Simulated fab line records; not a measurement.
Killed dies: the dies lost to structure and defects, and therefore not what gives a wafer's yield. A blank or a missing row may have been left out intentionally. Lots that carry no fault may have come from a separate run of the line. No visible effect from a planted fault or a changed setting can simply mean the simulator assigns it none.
A lot that was struck, set against a sound lot | flow sky130 | 15 steps out of a route of 708
Sound: these wafers, L426.3, L426.4, L426.6. Struck: wafer L430.5. (L430.1, L430.4 of the same lot were not struck and are left out.) The cause comes at the end.
Per side, at each step with rows, come the tool, then ch with its chambers, and then its first start. Under that, the readings that differ: sound wafers | struck wafers | difference of the means | sigmas: that difference in standard deviations of wafers without a fault.
alike: words and numbers the same on both sides, and readings whose means are apart by under 2 such deviations; not compared: readings that were withheld, readings missing a value for some wafer, numbers with overlapping values and no deviation given by the record, and bounds like >300 which may hide the same value.
The two part at a step that has a row with sigmas, a row that says differs or no value, or rows on one side only. Numbers that have no deviation but don't overlap get no sigmas and don't part them. A reading that every wafer of one side lacks parts them only if that side has two wafers or more.

first, 4 steps without rows for these wafers: SKY_VIA4_STRIP_13 (strips in O2/N2); SKY_VIA4_STRIP_14 (strips in post etch residue remover, time 1200 s); SKY_VIA4_CLEAN_15 (cleans in IPA, time 180 s); SKY_VIA4_CLEAN_16 (cleans in O3/DIW).
SKY_VIA4_SPUTTER_17: material TiN, target thk 20 nm, time 80 s.
  sound on pvd_sputter-01, day 45 14:50; struck on pvd_sputter-03, day 46 04:15
  alike: cathode_dc_power_W, throttle_valve_pct
then, 1 step without rows for these wafers: SKY_VIA4_CVD_18 (deposits W, target thk 505 nm, time 152.14 s).
SKY_VIA4_RS_MEAS_19: measures by four-point-probe.
  sound on film_metro-04, day 45 15:05; struck on film_metro-03, day 46 04:28
  alike: VIA4_W_RS
SKY_VIA4_THK_MEAS_20: measures by xrf.
  sound on film_metro-04, day 45 15:11; struck on film_metro-03, day 46 04:35
  alike: VIA4_W_THK
SKY_VIA4_CMP_21: polishes, stops on SiO2, t overpolish 25 s, target thk 0 nm.
  sound on cmp-01 ch 1,2, day 45 15:17; struck on cmp-01 ch 2, day 46 04:44
  alike: motor_current_A, overpolish_run_s, slurry_flow_ml_min, time_to_endpoint_s
then, 1 step without rows for these wafers: SKY_METAL5_SPUTTER_00 (material Ti, target thk 15 nm, time 10 s).
SKY_METAL5_SPUTTER_01: material TiN, target thk 20 nm, time 16.7 s.
  sound on pvd_sputter-02, day 45 15:34; struck on pvd_sputter-02, day 46 04:58
  alike: cathode_dc_power_W, throttle_valve_pct
SKY_METAL5_SPUTTER_02: material AlCu, target thk 1150 nm, time 61.2 s.
  sound on pvd_sputter-02, day 45 15:35; struck on pvd_sputter-02, day 46 04:59
  alike: cathode_dc_power_W, throttle_valve_pct
SKY_METAL5_SPUTTER_03: material Ti, target thk 5 nm, time 3.3 s.
  sound on pvd_sputter-02, day 45 15:38; struck on pvd_sputter-02, day 46 05:02
  reading                | sound                | struck | difference | sigmas
  cathode_dc_power_W (W) | 3000.9 2999.4 3000.0 | 2881.0 | -119.1     | -99 or more
  alike: throttle_valve_pct
SKY_METAL5_SPUTTER_04: material TiN, target thk 70 nm, time 58.3 s.
  sound on pvd_sputter-02, day 45 15:39; struck on pvd_sputter-02, day 46 05:04
  alike: cathode_dc_power_W, throttle_valve_pct
-- the record jumps here: 3 days lie between the struck wafers' starts before and after (it left off in module METAL5 and takes up again in module PAD_OPEN, whose first step shown is number 708 of the route) --
SKY_PAD_OPEN_PROBE_99:
  sound on prober-01, day 48 06:31; struck on prober-02, day 48 19:08
  alike: defect_limited_yield, killed_at_M0_to_M3, killed_at_M4_up, killed_at_contacts, killed_at_front_end, killed_at_other, killed_dies, killed_open, killed_short, sort_bin_3_pad_short, sort_bin_5_function, sort_bin_6_memory, sort_n_pass, sort_yield_pct

== WHERE THEY PART ==
At SKY_METAL5_SPUTTER_03 and nowhere else, as far as this record goes. Later steps at which nothing parts them and some readings are alike: SKY_METAL5_SPUTTER_04, SKY_PAD_OPEN_PROBE_99.

WHY: whatever the simulator had introduced
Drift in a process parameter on pvd_sputter-02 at SKY_METAL5_SPUTTER_03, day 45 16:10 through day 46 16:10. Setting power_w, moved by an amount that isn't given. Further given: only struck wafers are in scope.
